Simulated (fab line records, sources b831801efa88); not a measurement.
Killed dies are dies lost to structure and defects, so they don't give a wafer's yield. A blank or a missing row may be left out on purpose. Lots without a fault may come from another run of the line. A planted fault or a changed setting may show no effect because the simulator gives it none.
Which tool did it? | flow gf180mcu | 10 lots, 30 wafers sampled, at 2 steps of a route of 602

WHAT THE GAUGES READ, wafer by wafer
GF_NSD_CD_MEAS_07: target cd 400 nm.
lot  | measured     | on        | cd_nm (nm)
L128 | day 14 02:19 | cd_sem-01 | 401.2 399.8 402.3
L129 | day 14 07:43 | cd_sem-01 | 401.0 402.6 405.3
L130 | day 14 15:28 | cd_sem-01 | 401.7 401.8 400.1
L138 | day 17 10:19 | cd_sem-01 | 398.1 400.9 399.8
L139 | day 18 01:20 | cd_sem-01 | 399.1 399.0 400.6
L141 | day 18 14:46 | cd_sem-02 | 399.9 399.8 400.8
L142 | day 18 21:47 | cd_sem-01 | 396.2 396.2 395.2
L143 | day 19 03:34 | cd_sem-01 | 396.6 395.6 397.1
L146 | day 20 04:28 | cd_sem-01 | 399.1 396.0 395.9
L149 | day 21 09:13 | cd_sem-01 | 402.4 402.7 402.1

WHICH TOOL RAN EACH LOT (tool, then ch and the chambers of the sampled wafers, then the start)
lot  | GF_HV_LDD_STRIP_49
L128 | plasma_asher-04 ch 0,1, day 13 02:40
L129 | plasma_asher-03 ch 0,1, day 13 08:26
L130 | plasma_asher-04 ch 1, day 13 15:40
L138 | plasma_asher-02 ch 0,1, day 16 09:30
L139 | plasma_asher-03 ch 0,1, day 16 23:07
L141 | plasma_asher-04 ch 0,1, day 17 12:38
L142 | plasma_asher-04 ch 0,1, day 17 19:01
L143 | plasma_asher-04 ch 0, day 18 00:19
L146 | plasma_asher-02 ch 0,1, day 19 00:34
L149 | plasma_asher-04 ch 0,1, day 20 04:26
- GF_HV_LDD_STRIP_49: strips in O2/N2.

THE ANSWER, worked out from the rows above alone
Rule: what is usual is taken from the lots themselves. Put in order of their means at a reading, lots are off if they are a third of the lots or fewer, leave a main group of 4 or more, and stand apart from it by a gap of 3 or more times the standard deviation of the main group's means; of several such gaps the widest counts. A main group whose means are all the same, to the digits that the tables above print for the reading, isn't used. A lot without any number at a reading at which 4 lots or more have one is off too. The other lots that the step has rows for count as sound.
No lot is off at any reading shown: from this, nothing can be told.

WHAT THE SIMULATOR HAD PUT IN
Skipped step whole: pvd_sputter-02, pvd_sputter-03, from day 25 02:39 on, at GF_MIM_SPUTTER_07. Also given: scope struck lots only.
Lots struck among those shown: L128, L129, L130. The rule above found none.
